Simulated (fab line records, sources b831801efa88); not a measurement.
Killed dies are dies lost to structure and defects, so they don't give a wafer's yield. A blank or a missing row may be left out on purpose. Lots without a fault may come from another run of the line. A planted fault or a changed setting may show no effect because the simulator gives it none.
Which tool did it? | flow gf180mcu | 12 lots, 34 wafers sampled, at 6 steps of a route of 602

WHAT THE GAUGES READ, wafer by wafer
GF_SALICIDE_RS_MEAS_04: measures by four-point-probe. Usual: SALICIDE_TIN_RS 16.3 ohm/sq, standard deviation 0.38.
lot  | measured     | on            | SALICIDE_TIN_RS (ohm/sq) | flag
L159 | day 14 21:05 | film_metro-04 | 16.1 16.1 16.7           |
L160 | day 15 10:57 | film_metro-03 | 16.7 16.1 16.6           |
L162 | day 15 19:57 | film_metro-04 | 16.0 16.4 15.8           |
L161 | day 16 02:45 | film_metro-02 | 16.3 16.0 16.8           |
L163 | day 16 05:19 | film_metro-02 | 15.9 16.0 16.1           |
L164 | day 16 16:23 | film_metro-02 | 15.9 15.7 15.8           |
L165 | day 17 15:55 | film_metro-03 | 16.7 16.7 16.3           |
L172 | day 19 19:14 | film_metro-03 | 16.1 15.6                |
L173 | day 20 03:05 | film_metro-03 | 16.7 16.6                |
L174 | day 20 10:43 | film_metro-04 | 16.1 15.9 16.1           |
L176 | day 21 07:28 | film_metro-03 | 16.0 16.2 16.0           |
L180 | day 22 17:49 | film_metro-04 | 16.9 16.0 16.9           |

GF_CONTACT_THK_MEAS_01. Usual: CONTACT_CVD_00_THK 300 nm, standard deviation 3.3.
lot  | measured     | on            | CONTACT_CVD_00_THK (nm) | flag
L159 | day 14 21:37 | film_metro-02 | 294 295 296             |
L160 | day 15 11:27 | film_metro-03 | 299 296 302             |
L162 | day 15 20:34 | film_metro-03 | 301 300 297             |
L161 | day 16 03:17 | film_metro-01 | 296 299 300             |
L163 | day 16 05:49 | film_metro-01 | 295 296 300             |
L164 | day 16 16:53 | film_metro-03 | 297 302 297             |
L165 | day 17 16:25 | film_metro-01 | 303 299 298             |
L172 | day 19 19:44 | film_metro-01 | 304 300                 |
L173 | day 20 03:47 | film_metro-03 | 304 303                 |
L174 | day 20 11:13 | film_metro-01 | 304 302 303             |
L176 | day 21 08:00 | film_metro-03 | 298 298 298             |
L180 | day 22 18:20 | film_metro-03 | 296 304 303             |

GF_CONTACT_THK_MEAS_03. Usual: CONTACT_CVD_02_THK 857 nm, standard deviation 13.
lot  | measured     | on            | CONTACT_CVD_02_THK (nm) | flag
L159 | day 14 21:44 | film_metro-01 | 862 883 872             |
L160 | day 15 11:35 | film_metro-02 | 868 877 874             |
L162 | day 15 20:41 | film_metro-01 | 850 859 854             |
L161 | day 16 03:25 | film_metro-01 | 854 866 880             |
L163 | day 16 05:56 | film_metro-03 | 873 893 892             |
L164 | day 16 17:01 | film_metro-01 | 834 851 872             |
L165 | day 17 16:33 | film_metro-03 | 852 827 859             |
L172 | day 19 19:52 | film_metro-03 | 635 850                 | OFF
L173 | day 20 03:55 | film_metro-01 | 645 882                 | OFF
L174 | day 20 11:21 | film_metro-03 | 626 871 864             | OFF
L176 | day 21 08:08 | film_metro-03 | 858 855 846             |
L180 | day 22 18:28 | film_metro-01 | 855 858 865             |

GF_CONTACT_THK_MEAS_26: measures by xrf. Usual: CONTACT_W_THK 301 nm, standard deviation 6.3.
lot  | measured     | on            | CONTACT_W_THK (nm) | flag
L159 | day 15 20:02 | film_metro-03 | 296 299 294        |
L160 | day 16 10:14 | film_metro-03 | 306 308 299        |
L162 | day 16 20:20 | film_metro-02 | 310 307 313        |
L161 | day 17 03:23 | film_metro-02 | 299 297 298        |
L163 | day 17 06:36 | film_metro-02 | 300 299 297        |
L164 | day 17 18:15 | film_metro-02 | 303 301 304        |
L165 | day 18 17:33 | film_metro-03 | 301 299 301        |
L172 | day 20 21:15 | film_metro-01 | 304 309            |
L173 | day 21 05:01 | film_metro-01 | 301 304            |
L174 | day 21 12:28 | film_metro-03 | 300 290 298        |
L176 | day 22 08:43 | film_metro-03 | 304 298 300        |
L180 | day 23 19:08 | film_metro-03 | 294 294 297        |

WHICH TOOL RAN EACH LOT (tool, then ch and the chambers of the sampled wafers, then the start)
lot  | GF_CONTACT_CVD_02               | GF_CONTACT_CMP_04
L159 | pecvd-04 ch 1,2, day 14 21:40   | cmp-01 ch 1,2,3, day 14 21:57
L160 | pecvd-01 ch 1,2, day 15 11:29   | cmp-02 ch 2,3, day 15 11:40
L162 | pecvd-02 ch 0,2, day 15 20:37   | cmp-01 ch 1,2,3, day 15 20:45
L161 | pecvd-01 ch 0,2, day 16 03:20   | cmp-01 ch 0,1,3, day 16 03:33
L163 | pecvd-01 ch 1,2, day 16 05:51   | cmp-01 ch 2,3, day 16 05:59
L164 | pecvd-02 ch 0,1, day 16 16:56   | cmp-01 ch 0,1,2, day 16 17:07
L165 | pecvd-04 ch 0,1,2, day 17 16:28 | cmp-02 ch 1,2, day 17 16:39
L172 | pecvd-04 ch 0,1, day 19 19:46   | cmp-02 ch 1,3, day 19 19:57
L173 | pecvd-04 ch 1,2, day 20 03:49   | cmp-01 ch 0,1, day 20 04:08
L174 | pecvd-04 ch 0,1, day 20 11:16   | cmp-01 ch 0,1,2, day 20 11:30
L176 | pecvd-02 ch 0,1,2, day 21 08:04 | cmp-01 ch 0,1,2, day 21 08:11
L180 | pecvd-02 ch 0,1,2, day 22 18:24 | cmp-02 ch 0,2,3, day 22 18:38
- GF_CONTACT_CVD_02: deposits SiO2 from TEOS, target thk 860 nm, time 95.992 s.
- GF_CONTACT_CMP_04: polishes SiO2.

WHAT THE TOOLS THEMSELVES READ (means of the sampled wafers that have a number; where no wafer has one, the mark that the record gives instead)
GF_CONTACT_CVD_02. Usual: heater_power_w 653 W, standard deviation 99.
lot  | tool     | heater_power_w (W) | flag
L159 | pecvd-04 | 566                |
L160 | pecvd-01 | 710                |
L162 | pecvd-02 | 674                |
L161 | pecvd-01 | 807                |
L163 | pecvd-01 | 725                |
L164 | pecvd-02 | 585                |
L165 | pecvd-04 | 650                |
L172 | pecvd-04 | 708                |
L173 | pecvd-04 | 556                |
L174 | pecvd-04 | 708                |
L176 | pecvd-02 | 621                |
L180 | pecvd-02 | 682                |

GF_CONTACT_CMP_04. Usual: motor_current_A 12.0 A, standard deviation 1.2; time_to_endpoint_s 107 s, standard deviation 6.3.
lot  | tool   | motor_current_A (A) | time_to_endpoint_s (s) | flag
L159 | cmp-01 | 11.6                | 113                    |
L160 | cmp-02 | 11.5                | 116                    |
L162 | cmp-01 | 12.0                | 104                    |
L161 | cmp-01 | 12.3                | 107                    |
L163 | cmp-01 | 12.8                | 120                    |
L164 | cmp-01 | 11.7                | 104                    |
L165 | cmp-02 | 12.0                | 102                    |
L172 | cmp-02 | 10.8                | 68                     | OFF
L173 | cmp-01 | 11.3                | 70                     | OFF
L174 | cmp-01 | 11.7                | 76                     | OFF
L176 | cmp-01 | 11.9                | 101                    |
L180 | cmp-02 | 12.1                | 109                    |

THE ANSWER, worked out from the rows above alone
Rule: a lot is off if the mean of its wafers that have a number lies more than 3 standard deviations from the usual mean. A lot without any number at a reading at which 4 lots or more have one is off too. The other lots that the step has rows for count as sound. The gauges are gone through in route order, then the tools' own readings, and for those a lot's mean is taken as printed above. The first step at which some lot is off is used, and at that step the reading that is off furthest; a lot without a number counts as furthest.
Off: L172, L173, L174, at GF_CONTACT_THK_MEAS_03 (CONTACT_CVD_02_THK).
A tool fits if, at a process step before that reading, it ran every lot that is off, and no sound lot after the first of them. The gauges at GF_CONTACT_THK_MEAS_03 aren't tried: what is off there is off at GF_CONTACT_CMP_04 too, on other tools, and a gauge's error can't cause that. One fits: pecvd-04 at GF_CONTACT_CVD_02. Its last sound lot is L165 (day 17 16:28), its first lot that is off L172 (day 19 19:46): a fault that began between those two fits.

WHAT THE SIMULATOR HAD PUT IN
Process parameter drift: pecvd-04, from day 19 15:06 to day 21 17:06, at GF_CONTACT_CVD_02. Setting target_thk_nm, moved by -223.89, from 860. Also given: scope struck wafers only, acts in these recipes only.
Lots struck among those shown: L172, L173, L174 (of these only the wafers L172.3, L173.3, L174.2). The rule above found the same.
